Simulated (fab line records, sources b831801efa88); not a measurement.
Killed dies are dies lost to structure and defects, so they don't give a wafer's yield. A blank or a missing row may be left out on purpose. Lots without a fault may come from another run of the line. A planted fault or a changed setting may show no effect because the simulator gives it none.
Tool commonality check | flow gf180mcu | 14 lots, 48 wafers sampled

WHY IT WAS OPENED
At GF_DNWELL_TW_MEAS_09 the reading DNWELL_TW is flagged on 2 of 14 lots. Wafers without a fault read 1365, standard deviation 16.
Rule: a lot is flagged when every wafer of it that has a number lies more than 4 standard deviations from that mean, or none has a number. The other lots count as sound.

lot  | measured    | on            | DNWELL_TW, wafer by wafer     | flag
L761 | day 2 20:04 | film_metro-02 | 1368 1365 1363                |
L762 | day 3 02:08 | film_metro-04 | 1340 1339 1347                |
L763 | day 3 06:34 | film_metro-02 | 1373 1368 1370                |
L764 | day 3 10:16 | film_metro-04 | 1360 1348 1359                |
L765 | day 3 17:22 | film_metro-02 | 1371 1374 1374                |
L768 | day 4 07:10 | film_metro-02 | 1380 1381 1384                |
L770 | day 4 20:38 | film_metro-03 | 1361 1358 1352                |
L772 | day 5 05:34 | film_metro-02 | 1387 1375 1380                |
L773 | day 5 12:16 | film_metro-04 | 1354 1364 1367                |
L774 | day 5 15:43 | film_metro-02 | 1378 1379 1383                |
L778 | day 6 12:05 | film_metro-03 | 1355 1356 1354                |
L779 | day 6 17:34 | film_metro-02 | 1552 1550 1554 1561 1559 1563 | FLAGGED
L780 | day 6 23:58 | film_metro-03 | 1349 1357 1363                |
L781 | day 7 04:28 | film_metro-04 | 1517 1526 1509 1519 1526 1525 | FLAGGED
The numbers of the flagged lots are 1538 on average: +173 against the usual, or +11 standard deviations.

WHICH TOOL RAN EACH LOT
The record holds 1 process step before the reading, out of a route of 602 steps. In each cell: the tool, then ch and the chambers that the sampled wafers went through, then the start.
lot  | flag    | GF_DNWELL_IMPLANT_07
L761 |         | implanter-02 ch 0, day 2 19:49
L762 |         | implanter-02 ch 0, day 3 01:52
L763 |         | implanter-01 ch 0, day 3 06:19
L764 |         | implanter-01 ch 0, day 3 10:01
L765 |         | implanter-02 ch 0, day 3 17:07
L768 |         | implanter-04 ch 0, day 4 06:46
L770 |         | implanter-02 ch 0, day 4 20:25
L772 |         | implanter-02 ch 0, day 5 05:16
L773 |         | implanter-01 ch 0, day 5 12:01
L774 |         | implanter-04 ch 0, day 5 15:28
L778 |         | implanter-01 ch 0, day 6 11:50
L779 | FLAGGED | implanter-04 ch 0, day 6 17:19
L780 |         | implanter-01 ch 0, day 6 23:44
L781 | FLAGGED | implanter-04 ch 0, day 7 04:13
What these steps do:
- GF_DNWELL_IMPLANT_07
- GF_DNWELL_TW_MEAS_09

FLAGGED OVER TOTAL, TOOL BY TOOL (the gauges that took the reading come last)
step                 | tool          | lots run | flagged | share of the flagged lots | sound lots run after its first flagged lot
GF_DNWELL_IMPLANT_07 | implanter-01  | 5        | 0       | none                      | -
GF_DNWELL_IMPLANT_07 | implanter-02  | 5        | 0       | none                      | -
GF_DNWELL_IMPLANT_07 | implanter-04  | 4        | 2       | all                       | 0
GF_DNWELL_TW_MEAS_09 | film_metro-02 | 7        | 1       | some                      | 0
GF_DNWELL_TW_MEAS_09 | film_metro-03 | 3        | 0       | none                      | -
GF_DNWELL_TW_MEAS_09 | film_metro-04 | 4        | 1       | some                      | 0

WHAT THE TABLE ALLOWS
1 row of the table ran every flagged lot: implanter-04 at GF_DNWELL_IMPLANT_07.
- implanter-04 at GF_DNWELL_IMPLANT_07: 2 of its 4 lots flagged. Its last sound lot is L774 (day 5 15:28), its first flagged lot L779 (day 6 17:19): a fault that began between those two fits. Its own readings lie more than 4 standard deviations out on every wafer of the flagged lots: tilt_deg.
One tool is left: implanter-04 at GF_DNWELL_IMPLANT_07.

WHAT THE SIMULATOR HAD PUT IN
Process parameter drift: implanter-04, from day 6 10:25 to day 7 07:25, at GF_DNWELL_IMPLANT_07. Setting tilt_deg, moved by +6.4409, from 0. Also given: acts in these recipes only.
Lots struck among those shown: L779, L781. The rule above found the same.
